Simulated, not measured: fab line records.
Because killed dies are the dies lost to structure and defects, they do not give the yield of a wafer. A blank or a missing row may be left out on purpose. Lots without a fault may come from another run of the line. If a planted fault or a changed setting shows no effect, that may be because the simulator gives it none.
2 desks looking at one fault + flow gf180mcu + each desk has only its own numbers; what lay behind them comes last

== AT THE TOOL OWNER'S DESK: implanter-03 ==
For each lot that ran on this tool, the mean over its sampled wafers that have a number, from the tool's own readings at GF_HV_LDD_IMPLANT_48. Any lot whose mean is over 4 standard deviations away from the usual mean is out of limits and marked OUT; that distance is given in the brackets.
Columns: A = beamOnS at GF_HV_LDD_IMPLANT_48, usual 9.99 s
| lot  | first seen here | A     |
|------|-----------------|-------|
| L618 | day 15 01:16    | 9.90  |
| L621 | day 16 02:27    | 9.99  |
| L628 | day 18 10:46    | 9.98  |
| L632 | day 19 13:41    | 10.04 |
| L633 | day 20 01:45    | 10.06 |
This desk's finding: nothing out of limits on any of the 5 lots.

== AT THE METROLOGY DESK ==
Means of the sampled wafers that have a number, per lot and without regard to the tool the lot ran on: this is what the gauges read. Any lot whose mean is over 4 standard deviations away from the usual mean is out of limits and marked OUT; that distance is given in the brackets.
Columns: A = HV_LDD_4_TW at GF_HV_LDD_TW_MEAS_50, usual 567; B = M2_ALCU_RS at GF_M2_RS_MEAS_05, usual 0.0700 ohm/sq
| lot  | first seen here | A             | B      |
|------|-----------------|---------------|--------|
| L616 | day 14 07:09    | 572           | 0.0695 |
| L618 | day 15 01:31    | 510 (-15) OUT | 0.0700 |
| L621 | day 16 02:41    | 506 (-16) OUT | 0.0698 |
| L622 | day 16 11:38    | 561           | 0.0705 |
| L623 | day 16 16:24    | 568           | 0.0707 |
| L624 | day 17 00:11    | 562           | 0.0694 |
| L625 | day 17 15:23    | 563           | 0.0694 |
| L626 | day 17 19:23    | 566           | 0.0708 |
| L628 | day 18 10:59    | 568           | 0.0710 |
| L629 | day 18 17:26    | 568           | 0.0694 |
| L630 | day 18 23:20    | 565           | 0.0697 |
| L632 | day 19 13:55    | 564           | 0.0704 |
| L633 | day 20 01:59    | 564           | 0.0723 |
Finding of this desk: L618, L621 out of limits, first seen on L618 at day 15 01:31 (HV_LDD_4_TW at GF_HV_LDD_TW_MEAS_50). In limits: L616, L622, L623, L624, L625, L626, L628, L629, L630, L632, L633.

== ALL TOGETHER ==
On L618, L621, the metrology desk was in a position to raise an alarm at day 15 01:31.
The tool owner's desk saw nothing out of limits.
Tool owner's desk: L618, L621 on record, inside its limits.
Of the lots named, all ran GF_HV_LDD_IMPLANT_48 on implanter-03.

== WHAT WAS PUT IN BY THE SIMULATOR ==
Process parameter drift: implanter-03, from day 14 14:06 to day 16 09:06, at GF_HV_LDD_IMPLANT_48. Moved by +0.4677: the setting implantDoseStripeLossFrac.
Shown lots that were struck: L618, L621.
Per desk, hours elapsed from the start of the fault to the first reading out of limits: for the metrology desk, 11.
